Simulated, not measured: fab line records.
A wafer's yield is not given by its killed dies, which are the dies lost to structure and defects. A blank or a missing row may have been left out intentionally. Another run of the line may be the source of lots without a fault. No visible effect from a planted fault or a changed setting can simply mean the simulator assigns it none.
Split-lot study || flow sfq line || 5 lots, 18 wafers read, on a route of 325 steps

## SPLIT DETAILS
At SFQ_TRILAYER_M7_ETCH_METAL_ETCH_180 (etches Nb in Cl2/Ar, stops on SiO2, target depth 240 nm, time 120 s), the setting icp w was moved away from the recipe's 600 W on 5 of the 18 wafers read, by -3.9% to +11.4%. All remaining wafers had this setting at the recipe value.

The reading comes from the split's own step.

## THE READING
KrF_of_TRILAYER_M7_LITHO_COAT_177.thk nm (the simulator's own value, which no gauge read), in nm, at SFQ_TRILAYER_M7_ETCH_METAL_ETCH_180 (etches Nb in Cl2/Ar, stops on SiO2, target depth 240 nm, time 120 s). No usual value for it is given in the file. Here, 13 wafers ran the recipe; their average is 381.5 nm with a standard deviation of 2.3 nm.

{"wafer": "L074.3", "tool, chamber at the split": "rie metal-02, 1", "icp w as run, W": 600, "against the recipe": "recipe", "KrF_of_TRILAYER_M7_LITHO_COAT_177.thk nm, nm": 385.4, "against lot-mates on the recipe": "-"}
{"wafer": "L074.4", "tool, chamber at the split": "rie metal-02, 0", "icp w as run, W": 600, "against the recipe": "recipe", "KrF_of_TRILAYER_M7_LITHO_COAT_177.thk nm, nm": 381.1, "against lot-mates on the recipe": "-"}
{"wafer": "L074.5", "tool, chamber at the split": "rie metal-02, 1", "icp w as run, W": 600, "against the recipe": "recipe", "KrF_of_TRILAYER_M7_LITHO_COAT_177.thk nm, nm": 386.7, "against lot-mates on the recipe": "-"}
{"wafer": "L078.1", "tool, chamber at the split": "rie metal-03, 0", "icp w as run, W": 600, "against the recipe": "recipe", "KrF_of_TRILAYER_M7_LITHO_COAT_177.thk nm, nm": 382.1, "against lot-mates on the recipe": "-"}
{"wafer": "L078.2", "tool, chamber at the split": "rie metal-03, 1", "icp w as run, W": 600, "against the recipe": "recipe", "KrF_of_TRILAYER_M7_LITHO_COAT_177.thk nm, nm": 379.6, "against lot-mates on the recipe": "-"}
{"wafer": "L078.4", "tool, chamber at the split": "rie metal-03, 1", "icp w as run, W": 600, "against the recipe": "recipe", "KrF_of_TRILAYER_M7_LITHO_COAT_177.thk nm, nm": 379.4, "against lot-mates on the recipe": "-"}
{"wafer": "L078.5", "tool, chamber at the split": "rie metal-03, 1", "icp w as run, W": 600, "against the recipe": "recipe", "KrF_of_TRILAYER_M7_LITHO_COAT_177.thk nm, nm": 379.4, "against lot-mates on the recipe": "-"}
{"wafer": "L078.6", "tool, chamber at the split": "rie metal-03, 0", "icp w as run, W": 600, "against the recipe": "recipe", "KrF_of_TRILAYER_M7_LITHO_COAT_177.thk nm, nm": 381.5, "against lot-mates on the recipe": "-"}
{"wafer": "L079.2", "tool, chamber at the split": "rie metal-02, 0", "icp w as run, W": 600, "against the recipe": "recipe", "KrF_of_TRILAYER_M7_LITHO_COAT_177.thk nm, nm": 378.4, "against lot-mates on the recipe": "-"}
{"wafer": "L079.6", "tool, chamber at the split": "rie metal-02, 1", "icp w as run, W": 600, "against the recipe": "recipe", "KrF_of_TRILAYER_M7_LITHO_COAT_177.thk nm, nm": 383.3, "against lot-mates on the recipe": "-"}
{"wafer": "L083.1", "tool, chamber at the split": "rie metal-02, 0", "icp w as run, W": 668.3, "against the recipe": "+11.4%", "KrF_of_TRILAYER_M7_LITHO_COAT_177.thk nm, nm": 364.2, "against lot-mates on the recipe": -17.2}
{"wafer": "L083.2", "tool, chamber at the split": "rie metal-02, 1", "icp w as run, W": 600, "against the recipe": "recipe", "KrF_of_TRILAYER_M7_LITHO_COAT_177.thk nm, nm": 381.9, "against lot-mates on the recipe": "-"}
{"wafer": "L083.4", "tool, chamber at the split": "rie metal-02, 1", "icp w as run, W": 600, "against the recipe": "recipe", "KrF_of_TRILAYER_M7_LITHO_COAT_177.thk nm, nm": 381, "against lot-mates on the recipe": "-"}
{"wafer": "L083.5", "tool, chamber at the split": "rie metal-02, 1", "icp w as run, W": 668.3, "against the recipe": "+11.4%", "KrF_of_TRILAYER_M7_LITHO_COAT_177.thk nm, nm": 369, "against lot-mates on the recipe": -12.4}
{"wafer": "L083.6", "tool, chamber at the split": "rie metal-02, 0", "icp w as run, W": 668.3, "against the recipe": "+11.4%", "KrF_of_TRILAYER_M7_LITHO_COAT_177.thk nm, nm": 365.1, "against lot-mates on the recipe": -16.3}
{"wafer": "L084.2", "tool, chamber at the split": "rie metal-04, 1", "icp w as run, W": 576.5, "against the recipe": "-3.9%", "KrF_of_TRILAYER_M7_LITHO_COAT_177.thk nm, nm": 387.2, "against lot-mates on the recipe": "+7.5"}
{"wafer": "L084.3", "tool, chamber at the split": "rie metal-04, 1", "icp w as run, W": 600, "against the recipe": "recipe", "KrF_of_TRILAYER_M7_LITHO_COAT_177.thk nm, nm": 379.7, "against lot-mates on the recipe": "-"}
{"wafer": "L084.4", "tool, chamber at the split": "rie metal-04, 0", "icp w as run, W": 576.5, "against the recipe": "-3.9%", "KrF_of_TRILAYER_M7_LITHO_COAT_177.thk nm, nm": 379.8, "against lot-mates on the recipe": "+0.1"}

FIT RESULTS
A straight line over all 18 wafers: KrF_of_TRILAYER_M7_LITHO_COAT_177.thk nm changes by -1.26 nm for each +1% of icp w; r = -0.91; the points scatter about the line by 2.8 nm.
The same after taking each lot's own level away (the mean of its wafers on the recipe; 18 wafers): -1.31 nm for each +1%; r = -0.94; scatter 2.2 nm.
That fit puts the effect of the largest move of icp w on the reading at 15 nm.
From 379.70 to 384.40 nm: that is the span of the lots' own levels, equal to 2.0 times the standard deviation above.
The two slopes are in agreement: the lot-to-lot level therefore moves the slope only a little.
Check: for one of the wafers moved furthest among these (+11.4%), held out of the fit, the line's prediction against its lot-mates is -14.1 nm. It came out at -17.2 nm against them.
Tool readings at the split's step, against how far the setting was moved: oes product au r = +0.31.

## FURTHER SPLITS ON THESE WAFERS
Before the reading, these wafers also passed through other splits. Each is held against what the fit with the lots' levels taken away leaves over:
{"other split on the same wafers": "SFQ_TRILAYER_M5_BARC_OPEN_METAL_ETCH_161 icp w", "wafers away from the commonest value": 7, "r with KrF_of_TRILAYER_M7_LITHO_COAT_177.thk nm (lot level and that fit taken away)": -0.36}
{"other split on the same wafers": "SFQ_TRILAYER_C5_LITHO_COAT_151 resist thk nm", "wafers away from the commonest value": 4, "r with KrF_of_TRILAYER_M7_LITHO_COAT_177.thk nm (lot level and that fit taken away)": "+0.30"}
{"other split on the same wafers": "SFQ_TRILAYER_C5_BARC_OPEN_VIA_ETCH_210 time s", "wafers away from the commonest value": 6, "r with KrF_of_TRILAYER_M7_LITHO_COAT_177.thk nm (lot level and that fit taken away)": -0.30}
{"other split on the same wafers": "SFQ_TRILAYER_M6_LITHO_COAT_164 resist thk nm", "wafers away from the commonest value": 3, "r with KrF_of_TRILAYER_M7_LITHO_COAT_177.thk nm (lot level and that fit taken away)": "+0.18"}
{"other split on the same wafers": "SFQ_TRILAYER_M6_ETCH_METAL_ETCH_162 time s", "wafers away from the commonest value": 6, "r with KrF_of_TRILAYER_M7_LITHO_COAT_177.thk nm (lot level and that fit taken away)": "+0.21"}
{"other split on the same wafers": "SFQ_TRILAYER_I6_VIA_LITHO_EXPOSE_170 dose mj", "wafers away from the commonest value": 7, "r with KrF_of_TRILAYER_M7_LITHO_COAT_177.thk nm (lot level and that fit taken away)": "+0.09"}
{"other split on the same wafers": "SFQ_TRILAYER_M7_DEP_SPUTTER_175 time s", "wafers away from the commonest value": 2, "r with KrF_of_TRILAYER_M7_LITHO_COAT_177.thk nm (lot level and that fit taken away)": "+0.11"}

## THE FILE'S OWN FIT
KrF_of_TRILAYER_M7_LITHO_COAT_177.thk nm changes by -1.33 nm for each +1% of icp w, r = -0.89.
